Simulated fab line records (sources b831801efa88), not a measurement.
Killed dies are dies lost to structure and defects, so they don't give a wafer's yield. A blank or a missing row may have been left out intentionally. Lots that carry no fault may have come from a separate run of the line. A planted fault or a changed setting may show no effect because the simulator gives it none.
8D (eight disciplines) problem report, filled in by code / flow sky130 / the parts of the form that need people (team, actions taken, sign-off) are left out

## 1. WHAT IS WRONG
Mean PASSIVATION_CVD_02_THK at SKY_PASSIVATION_THK_MEAS_03: 256 nm over 2 wafers in 2 lots; fault-free wafers: 540 nm, standard deviation 7.7. Relative to the usual mean, that is a shift of -37 standard deviations.
The first sign was on wafer L386.3 at day 45 19:30, on film_metro-01. Wafers with a number at this step in the record: 30, from 10 lots. By rule, "out" or "out of limits" means more than 4 standard deviations away from the usual mean. All remaining wafers that have a number are taken as sound.

## 2. WHAT IT IS, AND WHAT IT ISN'T
question=which readings at this step | is=PASSIVATION_CVD_02_THK | is not=-
question=which lots | is=L386, L387 | is not=L379, L380, L381, L384, L385, L395, L399, L401
question=which wafers of those lots | is=L386.3, L387.2 | is not=L386.1, L386.6, L387.1, L387.6
question=read on which gauges | is=film_metro-01, film_metro-03 | is not=film_metro-02
question=when | is=from day 45 19:30 | is not=up to then (17 sound wafers); but 11 sound wafers of L387, L395, L399, L401 came after

## 3. SUSPECTS, AND WHAT RULES EACH OUT
Counting: if a tool at a process step up to the reading ran every lot that is out, it stays a suspect. Sound lots after the first of them don't rule it out here, since some wafers of a struck lot are sound.
- the gauge at SKY_PASSIVATION_THK_MEAS_03 has been ruled out. 2 gauges (film_metro-01, film_metro-03) read the wafers that are out.
- pvd_sputter-04 at SKY_VIA2_SPUTTER_20 (material TiN, target thk 20 nm, time 80 s): kept. Every lot that is out went through it, the first being L386 (day 38 16:07); the last sound lot it ran before that was L385 (day 38 08:49).
- pecvd-04 at SKY_PASSIVATION_CVD_02 (deposits Si3N4, target thk 540 nm): kept. Every lot that is out went through it, the first being L386 (day 45 19:10); the last sound lot it ran before that was L385 (day 45 16:34).
What counting leaves: pvd_sputter-04 at SKY_VIA2_SPUTTER_20 and pecvd-04 at SKY_PASSIVATION_CVD_02.

## 4. THE CAUSE (what the simulator had put in)
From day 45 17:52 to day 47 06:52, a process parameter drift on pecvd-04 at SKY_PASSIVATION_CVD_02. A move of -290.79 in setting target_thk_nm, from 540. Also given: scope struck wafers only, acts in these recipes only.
Counting leaves 2 suspects; this tool is one of them.

## 5. THE CHAIN OF EFFECTS, in route order
One row per reading whose mean, taken over the struck wafers that have a number, lies over 3 standard deviations from the usual. Scope: only readings with a usual standard deviation given in the record; hours: median across lots of the time from each lot's start at the first step in this table that gives one to its start at this step; sigmas: change in usual standard deviations.
hours=0; step=SKY_PASSIVATION_THK_MEAS_03; reading=PASSIVATION_CVD_02_THK; usual=540 nm; on struck wafers=256; change=-284; sigmas=-37
hours=20; step=SKY_PASSIVATION_ETCH_11; reading=oes_product_au; usual=0.975 a.u.; on struck wafers=0.735; change=-0.240; sigmas=-30
hours=20; step=SKY_PASSIVATION_ETCH_11; reading=throttle_valve_pct; usual=5.963 %; on struck wafers=5.904; change=-0.059; sigmas=-6.1
hours=40; step=SKY_PAD_OPEN_ETCH_07; reading=oes_product_au; usual=0.975 a.u.; on struck wafers=0.738; change=-0.237; sigmas=-28
hours=40; step=SKY_PAD_OPEN_ETCH_07; reading=throttle_valve_pct; usual=5.963 %; on struck wafers=5.889; change=-0.074; sigmas=-7.4
Process steps it contains:
- SKY_PASSIVATION_ETCH_11: etches the open film in CF4/O2, stops on AlCu, target depth 725 nm, time 161.1 s.
- SKY_PAD_OPEN_ETCH_07: etches the open film in CF4/O2, stops on AlCu, target depth 725 nm, time 161.1 s.

## 6. HOW IT WOULD HAVE BEEN CAUGHT EARLIER
In this record the first reading out of limits at a measuring or inspecting step was taken at day 45 19:30, 2 hours after the fault began at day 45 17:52.
Of the tool readings at SKY_PASSIVATION_CVD_02 for which the record gives a usual standard deviation, none was out on any struck wafer, so an alarm limit of 4 standard deviations on them would not have fired.
Among the 2 lots that are out, L387 began SKY_PASSIVATION_CVD_02 on pecvd-04 after day 45 19:30. It would have been spared by a hold on the tool at that moment.
